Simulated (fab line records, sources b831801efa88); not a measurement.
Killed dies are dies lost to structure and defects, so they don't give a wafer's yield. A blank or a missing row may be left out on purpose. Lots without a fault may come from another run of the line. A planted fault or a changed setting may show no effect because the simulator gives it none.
A struck lot beside a sound one | flow sky130 | 14 steps out of a route of 708
Sound: wafers L579.1, L579.5, L579.6. Struck: wafers L587.2, L587.3, L587.6. The cause comes at the end.
At each step with rows: each side's tool, then ch and its chambers, then its first start. Under that, the readings that differ: sound wafers | struck wafers | difference of the means | sigmas: that difference in standard deviations of wafers without a fault.
alike: readings whose means differ by less than 2 such deviations, and words and numbers that are the same on both sides. not compared: withheld readings, readings that some wafer has no value for, bounds like >300 that may hide the same value, and numbers for which the record gives no deviation and whose values overlap.
The two part at a step that has a row with sigmas, a row that says differs or no value, or rows on one side only. Numbers that don't overlap but have no deviation are shown without sigmas and don't part them. A reading that every wafer of one side lacks parts them only if that side has two wafers or more.

SKY_METAL4_STRIP_19: strips in O2/N2.
  sound on plasma_asher-03 ch 0,1, day 43 09:42; struck on plasma_asher-01 ch 0,1, day 45 04:29
  alike: drypump_motor_current_A, oes_product_au, strip_time_to_endpoint_s
  not compared: rf_hours_counter_h
then, 4 steps without rows for these wafers: SKY_METAL4_STRIP_20 (strips in post etch residue remover, time 1200 s); SKY_METAL4_CLEAN_21 (cleans in IPA, time 180 s); SKY_METAL4_CLEAN_22 (cleans in O3/DIW); SKY_VIA4_HDPCVD_00 (deposits SiO2, target thk 1750 nm, time 291.7 s).
SKY_VIA4_THK_MEAS_01:
  sound on film_metro-01, day 43 10:28; struck on film_metro-03, day 45 05:18
  alike: VIA4_HDPCVD_THK
SKY_VIA4_CMP_02: polishes SiO2.
  sound on cmp-02 ch 0,1,3, day 43 10:38; struck on cmp-01 ch 0,2, day 45 05:21
  alike: motor_current_A
SKY_VIA4_BOW_MEAS_03:
  sound on film_metro-03, day 43 10:50; struck on film_metro-03, day 45 05:40
  alike: VIA4_BOW
then, 4 steps without rows for these wafers: SKY_VIA4_DEHYDRATE_04 (time 60 s); SKY_VIA4_HMDS_05 (prime time 60 s); SKY_VIA4_COAT_06 (resist thk 1140 nm); SKY_VIA4_SOFTBAKE_07 (time 60 s).
SKY_VIA4_EXPOSE_08: exposes mask VIM4, target cd 800 nm.
  sound on iline_stepper-02 ch 0, day 43 22:30; struck on iline_stepper-01, day 45 16:52
  no value came back on the struck wafers for exposure_dose_mJ_cm2, focus_offset_nm (nm); on the sound wafers exposure_dose_mJ_cm2 reads 131.83 131.97 132.04
  alike: mask
then, 1 step without rows for these wafers: SKY_VIA4_PEB_09.

WHERE THEY PART
Only at SKY_VIA4_EXPOSE_08, within this record.

WHY: what the simulator had put in
Skipped step whole: iline_stepper-01, from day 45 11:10 on, at SKY_VIA4_EXPOSE_08. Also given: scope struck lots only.
